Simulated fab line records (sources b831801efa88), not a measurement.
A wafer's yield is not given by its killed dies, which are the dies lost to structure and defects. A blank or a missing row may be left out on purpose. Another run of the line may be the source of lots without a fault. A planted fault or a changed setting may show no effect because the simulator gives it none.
Comparing a struck lot with a sound one / flow sky130 / 43 out of 708 route steps
Sound: the wafers L702.1, L702.4, L702.6. Wafers L710.2, L710.3, L710.6 were the ones struck. The cause comes at the end.
For every step that has rows: the tool of each side, followed by ch and its chambers, followed by its first start. Under that, the readings that differ: sound wafers / struck wafers / difference of the means / sigmas: that difference in standard deviations of wafers without a fault.
alike: same words and numbers on both sides, and readings whose means sit less than 2 such deviations apart. not compared: any withheld reading, any reading some wafer has no value for, any bound like >300 that may hide the same value, and any number with overlapping values for which the record gives no deviation.
The two part at a step that has a row with sigmas, a row that says differs or no value, or rows on one side only. Numbers that don't overlap but have no deviation are shown without sigmas and don't part them. Lack of a reading on every wafer of one side parts them only where that side has two or more wafers.

first, 2 steps without rows for these wafers: SKY_DNWELL_DEVELOP_06 (develop time 60 s); SKY_DNWELL_IMPLANT_07.
SKY_DNWELL_STRIP_08: strips in O2/N2.
  sound on plasma_asher-03 ch 0,1, day 4 03:32; struck on plasma_asher-03 ch 0,1, day 5 14:18
  alike: drypump_motor_current_A, oes_product_au, strip_time_to_endpoint_s
  not compared: rf_hours_counter_h
SKY_DNWELL_TW_MEAS_09:
  sound on film_metro-02 at day 4 03:38; struck on film_metro-02 at day 5 14:25
  alike: DNWELL_TW
then, 7 steps without rows for these wafers: SKY_PWDE_DEHYDRATE_00 (time 60 s); SKY_PWDE_HMDS_01 (prime time 60 s); SKY_PWDE_COAT_02 (resist thk 3000 nm); SKY_PWDE_SOFTBAKE_03; SKY_PWDE_EXPOSE_04 (exposes mask PWDEM, target cd 840 nm); SKY_PWDE_PEB_05; SKY_PWDE_DEVELOP_06 (develop time 60 s).
SKY_PWDE_OVL_MEAS_07:
  sound on overlay-01 at day 4 20:44; struck on overlay-01 at day 6 09:19
reading=PWDE_OVL (nm); sound=3.4 4.0 3.6; struck=0.0 -0.9 -1.9; difference=-4.6; sigmas=-3
SKY_PWDE_IMPLANT_08:
  sound on implanter-04 ch 0, day 4 20:46; struck on implanter-04 ch 0, day 6 09:22
reading=beam_on_s (s); sound=10.29 10.03 9.85; struck=12.70 12.71 12.61; difference=+2.62; sigmas=+13
reading=end_station_pressure_torr (Torr); sound=5.02e-06 4.83e-06 5.13e-06; struck=0.00011588 0.00011668 0.00012894; difference=+0.00011551; sigmas=+99 or more
reading=faraday_current_uA; sound=19.7 20.2 20.5; struck=16.2 16.1 16.3; difference=-3.9; sigmas=-10
SKY_PWDE_STRIP_09: strips in O2/N2.
  sound on plasma_asher-03 ch 1, day 4 20:55; struck on plasma_asher-03 ch 0, day 6 09:29
reading=drypump_motor_current_A (A); sound=5.9 5.9 5.9; struck=4.7 4.7 4.7; difference=-1.2; sigmas=-2
  alike: oes_product_au, strip_time_to_endpoint_s
  not compared: rf_hours_counter_h
SKY_PWDE_TW_MEAS_10:
  sound on film_metro-01 at day 4 21:01; struck on film_metro-04 at day 6 09:49
reading=PWDE_TW; sound=367 366 365; struck=397 399 399; difference=+32; sigmas=+10
  not compared: hold
then, 6 steps without rows for these wafers: SKY_NWELL_HMDS_04 (prime time 60 s); SKY_NWELL_COAT_05 (resist thk 3000 nm); SKY_NWELL_SOFTBAKE_06; SKY_NWELL_EXPOSE_07 (exposes mask NWM, target cd 840 nm); SKY_NWELL_PEB_08; SKY_NWELL_DEVELOP_09 (develop time 60 s).
SKY_NWELL_OVL_MEAS_10:
  sound on overlay-01 at day 5 14:11; struck on overlay-02 at day 7 04:10
  alike: NWELL_00_OVL
then, 3 steps without rows for these wafers: SKY_NWELL_IMPLANT_11; SKY_NWELL_IMPLANT_12; SKY_NWELL_IMPLANT_13.
SKY_NWELL_STRIP_14: strips in O2/N2.
  sound on plasma_asher-02 ch 0,1, day 5 14:40; struck on plasma_asher-03 ch 1, day 7 04:38
  alike: drypump_motor_current_A, oes_product_au, strip_time_to_endpoint_s
  not compared: rf_hours_counter_h
SKY_NWELL_TW_MEAS_15:
  sound on film_metro-02 at day 5 14:46; struck on film_metro-01 at day 7 04:45
reading=NWELL_TW; sound=1842 1830 1827; struck=1794 1797 1786; difference=-41; sigmas=-2
then, 7 steps without rows for these wafers: SKY_NWELL_DEHYDRATE_16 (time 60 s); SKY_NWELL_HMDS_17 (prime time 60 s); SKY_NWELL_COAT_18 (resist thk 3000 nm); SKY_NWELL_SOFTBAKE_19; SKY_NWELL_EXPOSE_20 (exposes mask NWM COMPLEMENT, target cd 840 nm); SKY_NWELL_PEB_21; SKY_NWELL_DEVELOP_22 (develop time 60 s).
SKY_NWELL_OVL_MEAS_23:
  sound on overlay-01 at day 6 09:39; struck on overlay-01 at day 8 00:17
  alike: NWELL_01_OVL
following that, these wafers have no rows for 1 step: SKY_NWELL_IMPLANT_24.
SKY_NWELL_STRIP_25: strips in O2/N2.
  sound on plasma_asher-04 ch 0, day 6 09:50; struck on plasma_asher-04 ch 0,1, day 8 00:28
  alike: drypump_motor_current_A, oes_product_au, strip_time_to_endpoint_s
  not compared: rf_hours_counter_h
SKY_NWELL_TW_MEAS_26:
  sound on film_metro-01 at day 6 09:56; struck on film_metro-04 at day 8 00:34
  alike: NWELL_2_TW
then, 1 step without rows for these wafers: SKY_NWELL_CLEAN_27 (cleans in SC1/SC2, time 150 s).
SKY_NWELL_RTA_28: time 30 s.
  sound on rtp_anneal-02 ch 0, day 6 10:03; struck on rtp_anneal-02 ch 0, day 8 00:41
  alike: lamp_power_pct, wafer_temp_C_max
SKY_NWELL_RS_MEAS_29: measurement is done with a four-point probe.
  sound on film_metro-01 at day 6 10:09; struck on film_metro-04 at day 8 00:47
  alike: NWELL_RS
SKY_NWELL_RS_MEAS_31: measurement is done with a four-point probe.
  sound on film_metro-01 at day 6 10:23; struck on film_metro-04 at day 8 01:28
reading=PWDE_RS (ohm/sq); sound=5302 5303 5289; struck=4372 4374 4365; difference=-928; sigmas=-40
  not compared: hold
-- the record jumps here: 40 days lie between the struck wafers' starts before and after (it left off in module NWELL and takes up again in module PAD_OPEN, whose first step shown is number 708 of the route) --
SKY_PAD_OPEN_PROBE_99:
  sound on prober-01 at day 47 03:05; struck on prober-02 at day 48 10:38
reading=model.etest.res_p_drift_20v.line_ohm_um; sound=1.094e+04 1.109e+04 1.163e+04; struck=9012 9092 9599; difference=-1986; sigmas=
reading=model.etest.res_p_drift_20v.rs_ohm_sq; sound=9126 9309 9813; struck=7524 7593 8164; difference=-1656; sigmas=
reading=model.etest.res_pwde_under_gate.rs_ohm_sq; sound=6291 6268 6269; struck=4924 4966 4930; difference=-1336; sigmas=
  alike: killed_at_M0_to_M3, killed_at_M4_up, killed_at_contacts, killed_at_front_end, killed_at_other, killed_dies, killed_on_rim, killed_open, killed_short

== WHERE THEY PART ==
Earliest at SKY_PWDE_OVL_MEAS_07; latest, in this record, at SKY_NWELL_RS_MEAS_31. Later steps at which nothing parts them and some readings are alike: SKY_PAD_OPEN_PROBE_99.

WHY: the cause the simulator had injected
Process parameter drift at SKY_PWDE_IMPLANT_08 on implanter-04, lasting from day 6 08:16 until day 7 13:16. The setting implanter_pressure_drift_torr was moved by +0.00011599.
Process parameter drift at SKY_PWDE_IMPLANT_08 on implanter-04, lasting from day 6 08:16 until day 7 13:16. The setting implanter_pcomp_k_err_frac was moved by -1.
